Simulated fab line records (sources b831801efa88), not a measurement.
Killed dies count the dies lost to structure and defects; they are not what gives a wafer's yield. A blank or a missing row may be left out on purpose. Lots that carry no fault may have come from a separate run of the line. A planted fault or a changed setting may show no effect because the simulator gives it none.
Matching of chambers | flow sky130 | SKY_PASSIVATION_CVD_02 on pecvd-04: 3 sister chambers
The step deposits Si3N4, target thk 540 nm. 3 wafers are shown with their chamber, then 9 later ones without.

WAFERS PAIRED WITH THEIR CHAMBERS
wafer  | chamber | heater-power-w (W)
L083.1 | 0       | 847
L083.5 | 2       | 623
L083.6 | 1       | 597

WAFERS WITHOUT THEIR CHAMBER
wafer  | heater-power-w (W)
L085.1 | 600
L085.2 | 820
L085.3 | 670
L092.2 | 645
L092.3 | 654
L092.4 | 846
L096.2 | 558
L096.4 | 601
L096.5 | 655

WHICH CHAMBER EACH ONE RAN IN
wafer  | from the rows above     | in truth
L085.1 | can't be placed: 1 or 2 | 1
L085.2 | 0                       | 0
L085.3 | can't be placed: 2 or 1 | 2
L092.2 | can't be placed: 2 or 1 | 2
L092.3 | can't be placed: 2 or 1 | 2
L092.4 | 0                       | 0
L096.2 | can't be placed: 1 or 2 | 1
L096.4 | can't be placed: 1 or 2 | 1
L096.5 | can't be placed: 2 or 1 | 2
Placed correctly: 2 of 9. These rows do not allow placing 7 (true chamber among the candidates in 7). Placed wrongly: 0.
How it was worked out, from the rows above alone: a wafer's distance from a chamber is the root of the sum, over the readings, of the square of ((its reading less the chamber's mean) divided by the reading's scatter). If the next closest chamber is less than 2 further off than the closest, the wafer can't be placed; otherwise it belongs to the closest. A chamber's mean is the mean of its shown wafers. The scatter: with one shown wafer a chamber, the root of the mean of the squares of how far each hidden wafer lies from its nearest shown one.
